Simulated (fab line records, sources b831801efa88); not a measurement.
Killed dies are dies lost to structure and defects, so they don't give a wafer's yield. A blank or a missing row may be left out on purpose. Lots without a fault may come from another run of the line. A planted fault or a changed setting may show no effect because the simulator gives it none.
Which tool did it? | flow gf180mcu | 6 lots, 18 wafers sampled, at 2 steps of a route of 602

WHAT THE GAUGES READ, wafer by wafer
GF_DUAL_GATE_THK_MEAS_03.
lot  | measured     | on            | DUAL_GATE_OXIDATION_00_THK (nm)
L116 | day 8 12:20  | film_metro-02 | 10.73 10.61 10.64
L118 | day 9 02:00  | film_metro-02 | 9.59 9.60 9.53
L126 | day 11 06:50 | film_metro-02 | 10.90 11.05 11.04
L130 | day 12 09:55 | film_metro-03 | 10.82 11.16 10.82
L132 | day 13 01:41 | film_metro-04 | 10.91 10.90 10.83
L135 | day 14 01:17 | film_metro-02 | 11.42 11.40 11.41

WHICH TOOL RAN EACH LOT (tool, then ch and the chambers of the sampled wafers, then the start)
lot  | GF_DUAL_GATE_OXIDATION_02
L116 | furnace-01 ch 0, day 8 10:52
L118 | furnace-02 ch 0, day 9 00:32
L126 | furnace-01 ch 0, day 11 05:23
L130 | furnace-01 ch 0, day 12 08:28
L132 | furnace-01 ch 0, day 13 00:14
L135 | furnace-01 ch 0, day 13 23:50
- GF_DUAL_GATE_OXIDATION_02: stabilise 600 s, purge 300 s, target thk 10.887 nm.

THE ANSWER, worked out from the rows above alone
Rule: what is usual is taken from the lots themselves. Put in order of their means at a reading, lots are off if they are a third of the lots or fewer, leave a main group of 4 or more, and stand apart from it by a gap of 3 or more times the standard deviation of the main group's means; of several such gaps the widest counts. A main group whose means are all the same, to the digits that the tables above print for the reading, isn't used. A lot without any number at a reading at which 4 lots or more have one is off too. The other lots that the step has rows for count as sound.
Off: L118, at GF_DUAL_GATE_THK_MEAS_03 (DUAL_GATE_OXIDATION_00_THK). The main group: mean 10.98 nm, standard deviation 0.24.
A tool fits if, at a process step before that reading, it ran every lot that is off, and no sound lot after the first of them. The gauges at GF_DUAL_GATE_THK_MEAS_03 are tried like those tools. One fits: furnace-02 at GF_DUAL_GATE_OXIDATION_02. It ran no sound lot before its first lot that is off in this sample, so the start can't be narrowed down.

WHAT THE SIMULATOR HAD PUT IN
Process parameter drift: furnace-02, from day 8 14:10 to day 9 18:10, at GF_DUAL_GATE_OXIDATION_02. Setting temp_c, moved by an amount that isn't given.
Lots struck among those shown: L118. The rule above found the same.
